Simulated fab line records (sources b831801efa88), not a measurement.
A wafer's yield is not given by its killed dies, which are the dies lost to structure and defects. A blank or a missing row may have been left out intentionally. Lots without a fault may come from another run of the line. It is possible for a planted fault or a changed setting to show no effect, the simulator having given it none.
Which tool did it? | flow gf180mcu | 12 lots (36 wafers sampled), 1 step of a 602-step route

== WHAT THE GAUGES SHOWED, per wafer ==
GF_DUAL_GATE_THK_MEAS_03.
lot  | measured     | on            | DUAL_GATE_OXIDATION_00_THK (nm)
L075 | day 8 00:57  | film metro-02 | 11.31 11.37 11.31
L077 | day 8 14:28  | film metro-02 | 10.83 10.73 10.76
L079 | day 8 22:43  | film metro-02 | 11.22 11.29 11.33
L081 | day 9 17:11  | film metro-02 | 11.33 11.29 11.34
L083 | day 10 03:26 | film metro-01 | 10.69 10.84 10.67
L085 | day 10 17:41 | film metro-02 | 10.89 10.91 10.72
L087 | day 11 08:28 | film metro-01 | 11.52 11.40 11.58
L089 | day 11 22:09 | film metro-04 | 11.09 10.97 11.01
L091 | day 12 10:22 | film metro-04 | 10.85 11.07 10.87
L093 | day 13 02:08 | film metro-02 | 11.10 11.25 11.16
L095 | day 13 13:26 | film metro-01 | 11.08 10.96 11.15
L097 | day 14 04:19 | film metro-01 | 11.20 11.25 11.33

== WHAT TOOL EACH LOT RAN ON (gives the tool, then ch and the chambers of the sampled wafers, and finally the start) ==
Record: no process step prior to these readings.

== THE ANSWER, worked out from the rows above alone ==
Rule: the usual values come from the lots themselves. The widest of any qualifying gaps counts: lots, ordered by their means at a reading, are off when they make up no more than a third of the lots, leave a main group of 4 or more, and stand apart from it by 3 or more times the standard deviation of that group's means. The tables above print the reading to a certain number of digits; a main group whose means all agree to those digits is not used. A lot without any number at a reading at which 4 lots or more have one is off too. Any other lot the step has rows for is counted as sound.
No lot is off on any of the readings shown, so nothing can be concluded from this.

== WHAT THE SIMULATOR PUT IN ==
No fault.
